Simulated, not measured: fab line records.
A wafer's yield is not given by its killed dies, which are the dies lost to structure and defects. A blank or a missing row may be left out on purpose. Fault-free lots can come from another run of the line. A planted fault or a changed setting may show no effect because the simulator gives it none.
A struck lot beside a sound one + flow sky130 + 15 out of 708 route steps
Sound: wafers L521.4, L521.5, L521.6. Wafers struck: L532.2, L532.3, L532.6. The cause is given at the end.
Each step with rows lists, per side, the tool, then ch with its chambers, then its first start. Under that, the readings that differ: sound wafers + struck wafers + difference of the means + sigmas: that difference in standard deviations of wafers without a fault.
alike: readings whose means differ by less than 2 such deviations, and words and numbers that are the same on both sides. not compared: withheld readings, readings that some wafer has no value for, bounds like >300 that may hide the same value, and numbers for which the record gives no deviation and whose values overlap.
A row with sigmas, a row that says differs or no value, or rows on one side alone: a step with any of these is where the two part. Non-overlapping numbers with no deviation appear without sigmas and do not part them. Lack of a reading on every wafer of one side parts them only where that side has two or more wafers.

SKY_PASSIVATION_THK_MEAS_01:
  struck on film-metro-01, day 46 23:30; sound on film-metro-02, day 44 00:29
  alike: PASSIVATION_CVD_00_THK
SKY_PASSIVATION_CVD_02: deposits Si3N4, target thk 540 nm.
  sound on pecvd-01 ch 0,1,2, day 44 00:38; struck on pecvd-03 ch 0,1, day 46 23:33
  alike: heater-power-outer-w, heater-power-w
SKY_PASSIVATION_THK_MEAS_03:
  struck on film-metro-04, day 46 23:54; sound on film-metro-04, day 44 00:46
  alike: PASSIVATION_CVD_02_THK
then, 7 steps without rows for these wafers: SKY_PASSIVATION_DEHYDRATE_04 (time 60 s); SKY_PASSIVATION_HMDS_05 (prime time 60 s); SKY_PASSIVATION_COAT_06 (resist thk 3000 nm); SKY_PASSIVATION_SOFTBAKE_07; SKY_PASSIVATION_EXPOSE_08 (exposes mask NSM, target cd 3000 nm); SKY_PASSIVATION_PEB_09; SKY_PASSIVATION_DEVELOP_10 (develop time 60 s).
SKY_PASSIVATION_ETCH_11: etches the open film in CF4/O2, stops on AlCu, target depth 725 nm, time 161.1 s.
  sound on rie-diel-02 ch 1,2,3, day 44 22:12; struck on rie-diel-01 ch 0,1,3, day 47 19:59
  alike: drypump-motor-current-A, oes-product-au, throttle-valve-pct
  not compared: rf-hours-counter-h
SKY_PASSIVATION_STRIP_12: strips in O2/N2.
  sound on plasma-asher-03 ch 0,1, day 44 22:17; struck on plasma-asher-01 ch 0,1, day 47 20:06
  alike: drypump-motor-current-A, oes-product-au, strip-time-to-endpoint-s
  not compared: rf-hours-counter-h
SKY_PAD_OPEN_DEHYDRATE_00: time 60 s.
  sound on litho-track-04 ch 0, day 45 08:58; struck on litho-track-04 ch 0, day 48 05:01
| reading          | sound             | struck               | difference | sigmas |
|------------------|-------------------|----------------------|------------|--------|
| run-length-s (s) | 89.27 89.47 89.36 | 101.38 101.19 101.18 | +11.88     | +46    |
then, 1 step without rows for these wafers: SKY_PAD_OPEN_HMDS_01 (prime time 60 s).
SKY_PAD_OPEN_PROBE_99:
  struck on prober-02, day 48 16:46; sound on prober-01, day 45 22:11
  alike: defect-limited-yield, killed_at_M0_to_M3, killed_at_M4_up, killed-at-contacts, killed-at-front-end, killed-at-other, killed-dies, killed-open, killed-short, sort_bin_3_pad_short, sort_bin_5_function, sort_bin_6_memory, sort-n-pass, sort-yield-pct

## WHERE THEY PART
Only at SKY_PAD_OPEN_DEHYDRATE_00, within this record. Later steps at which nothing parts them and some readings are alike: SKY_PAD_OPEN_PROBE_99.

WHY: the cause the simulator had injected
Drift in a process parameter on litho-track-04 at SKY_PAD_OPEN_DEHYDRATE_00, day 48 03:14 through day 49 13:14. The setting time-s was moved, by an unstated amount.
